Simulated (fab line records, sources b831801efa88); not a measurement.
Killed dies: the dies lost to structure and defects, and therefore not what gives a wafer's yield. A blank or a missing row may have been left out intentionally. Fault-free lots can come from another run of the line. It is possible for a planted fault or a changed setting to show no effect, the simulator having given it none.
Which of the tools did it?	flow gf180mcu	13 lots with 39 wafers sampled at 3 steps, on a route of 602 steps

## WHAT THE GAUGES READ, wafer by wafer
GF_HV_LDD_CD_MEAS_31: the cd target is 400 nm.
lot	measured	on	cd-nm (nm)
L499	day 11 09:52	cd-sem-02	401.9 401.4 403.6
L500	day 11 21:28	cd-sem-01	396.5 397.2 396.5
L506	day 13 20:59	cd-sem-01	399.9 402.3 399.8
L507	day 14 04:53	cd-sem-02	401.4 401.1 401.8
L511	day 15 10:54	cd-sem-01	398.3 398.7 397.3
L514	day 16 13:05	cd-sem-01	403.3 405.1 404.1
L515	day 16 18:55	cd-sem-01	398.7 397.2 397.9
L516	day 17 00:22	cd-sem-01	402.7 402.3 402.7
L518	day 17 17:36	cd-sem-01	402.3 402.1 401.7
L519	day 17 23:35	cd-sem-01	401.1 400.4 401.5
L520	day 18 10:19	cd-sem-01	400.4 403.3 401.1
L521	day 18 20:45	cd-sem-01	395.6 396.5 397.5
L522	day 19 02:40	cd-sem-02	400.9 402.9 401.1

GF_PSD_OVL_MEAS_08.
lot	measured	on	PSD_OVL (nm)
L499	day 14 00:15	overlay-02	0.4 -0.3 1.1
L500	day 14 15:14	overlay-02	-0.8 0.6 -0.4
L506	day 16 18:41	overlay-01	-2.0 -1.0 -0.4
L507	day 17 03:25	overlay-02	1.1 1.1 1.7
L511	day 18 09:29	overlay-01	-2.1 -2.2 0.3
L514	day 19 15:38	overlay-02	0.6 -1.6 -1.2
L515	day 19 22:56	overlay-02	-0.2 -0.3 0.7
L516	day 20 04:43	overlay-01	-2.0 -1.0 1.0
L518	day 20 22:29	overlay-01	-1.3 0.0 -0.9
L519	day 21 04:32	overlay-01	-1.6 -0.6 -0.4
L520	day 21 15:29	overlay-01	-0.6 -0.7 -1.2
L521	day 22 00:14	overlay-02	-1.6 -1.7 -1.9
L522	day 22 09:07	overlay-01	-3.9 -0.3 -1.5

GF_PSD_TW_MEAS_11.
lot	measured	on	PSD_TW
L499	day 14 00:32	film-metro-04	3158 3159 3153
L500	day 14 15:31	film-metro-03	3216 3235 3231
L506	day 16 18:58	film-metro-04	3180 3153 3165
L507	day 17 03:42	film-metro-04	3167 3164 3158
L511	day 18 09:47	film-metro-03	3249 3235 3226
L514	day 19 15:55	film-metro-02	3106 3100 3113
L515	day 19 23:13	film-metro-02	3122 3108 3115
L516	day 20 05:01	film-metro-02	3110 3105 3105
L518	day 20 22:47	film-metro-03	3219 3214 3207
L519	day 21 04:49	film-metro-03	3235 3249 3240
L520	day 21 15:46	film-metro-03	3242 3237 3267
L521	day 22 00:32	film-metro-04	3161 3171 3167
L522	day 22 09:25	film-metro-04	3160 3155 3149

## TOOL THAT RAN EACH LOT (tool first, then ch and the chambers of the sampled wafers, then the start)
There is no process step in the record ahead of these readings.

## AS READ BY THE TOOLS THEMSELVES (means over the sampled wafers that have a number; for cases with no such wafer, the mark the record gives instead)
The record holds no such reading with a usual standard deviation.

## THE ANSWER, worked out from the rows above alone
Rule: the lots themselves supply what counts as usual. Put in order of their means at a reading, lots are off if they are a third of the lots or fewer, leave a main group of 4 or more, and stand apart from it by a gap of 3 or more times the standard deviation of the main group's means; of several such gaps the widest counts. The tables above print the reading to a certain number of digits; a main group whose means all agree to those digits is not used. A lot without any number at a reading at which 4 lots or more have one is off too. All remaining lots with rows at the step are treated as sound. First the gauges in route order, then the tools' own readings, where a lot's mean is used as printed above. At the first step where some lot is off, the reading lying furthest off is the one used; lots without a number count as furthest.
Across all readings shown, no lot is off: no conclusion can be drawn from this.

## WHAT THE SIMULATOR PUT IN
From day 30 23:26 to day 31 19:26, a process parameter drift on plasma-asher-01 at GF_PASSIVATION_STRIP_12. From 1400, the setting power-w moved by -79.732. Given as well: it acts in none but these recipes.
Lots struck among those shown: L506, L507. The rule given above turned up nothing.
